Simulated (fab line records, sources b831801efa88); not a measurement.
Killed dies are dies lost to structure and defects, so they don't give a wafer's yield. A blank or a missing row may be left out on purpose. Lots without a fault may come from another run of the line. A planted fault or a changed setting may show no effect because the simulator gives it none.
Problem report in the 8D (eight disciplines) form, filled by code | flow sky130 | the parts of the form that need people (team, actions taken, sign-off) are left out

1. THE PROBLEM
dose_ions_cm2 at SKY_GATE_OXIDE_IMPLANT_11 reads a mean of 2.4962e+12 on 6 wafers of 2 lots; wafers without a fault read 2.5999e+12 with a standard deviation of 2.8e+09. That is -37 standard deviations from the usual mean.
First seen on wafer L455.1, day 19 03:52, on implanter-02. The record holds 39 wafers of 13 lots with a number at this step. Rule for "out", or "out of limits": more than 4 standard deviations from the usual mean. The other wafers with a number count as sound.

2. WHAT IT IS AND WHAT IT IS NOT
question                    | is                     | is not
which readings at this step | dose_ions_cm2          | end_station_pressure_torr
which lots                  | L455, L456             | L442, L443, L444, L446, L447, L448, L449, L461, L462, L463, L464
which wafers of those lots  | all that have a number | -
read on which tools         | implanter-02           | implanter-03, implanter-04
when                        | from day 19 03:52      | up to then (21 sound wafers); but 12 sound wafers of L461, L462, L463, L464 came after

3. SUSPECTS, AND WHAT RULES EACH OUT
Counting: a tool at a process step up to the reading stays a suspect if it ran every lot that is out and no sound lot after the first of them.
- implanter-02 at SKY_GATE_OXIDE_IMPLANT_11: kept. It ran every lot that is out, first L455 (day 19 03:52), and no sound lot after that; its last sound lot up to then is L449 (day 16 12:19). Its own readings are out on those wafers: dose_ions_cm2.
Left after counting: implanter-02 at SKY_GATE_OXIDE_IMPLANT_11.

4. THE CAUSE (what the simulator had put in)
Process parameter drift: implanter-02, from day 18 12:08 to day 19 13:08, at SKY_GATE_OXIDE_IMPLANT_11. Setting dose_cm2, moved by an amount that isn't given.
Counting left only this tool.

5. THE CHAIN OF EFFECTS, in route order
Each row: a reading whose mean over the struck wafers that have a number lies more than 3 standard deviations from the usual. Only readings for which the record gives a usual standard deviation are gone through. hours: the time from each lot's start at the first step in this table that gives one to its start at this step, as a median over the lots. sigmas: the change in usual standard deviations.
hours | step                      | reading       | usual      | on struck wafers | change      | sigmas
0     | SKY_GATE_OXIDE_IMPLANT_11 | dose_ions_cm2 | 2.5999e+12 | 2.4962e+12       | -1.0370e+11 | -37
The process steps in it:
- SKY_GATE_OXIDE_IMPLANT_11

6. WHAT WOULD HAVE CAUGHT IT SOONER
In this record the first reading out of limits was taken at day 19 03:52, 16 hours after the fault began at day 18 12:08.
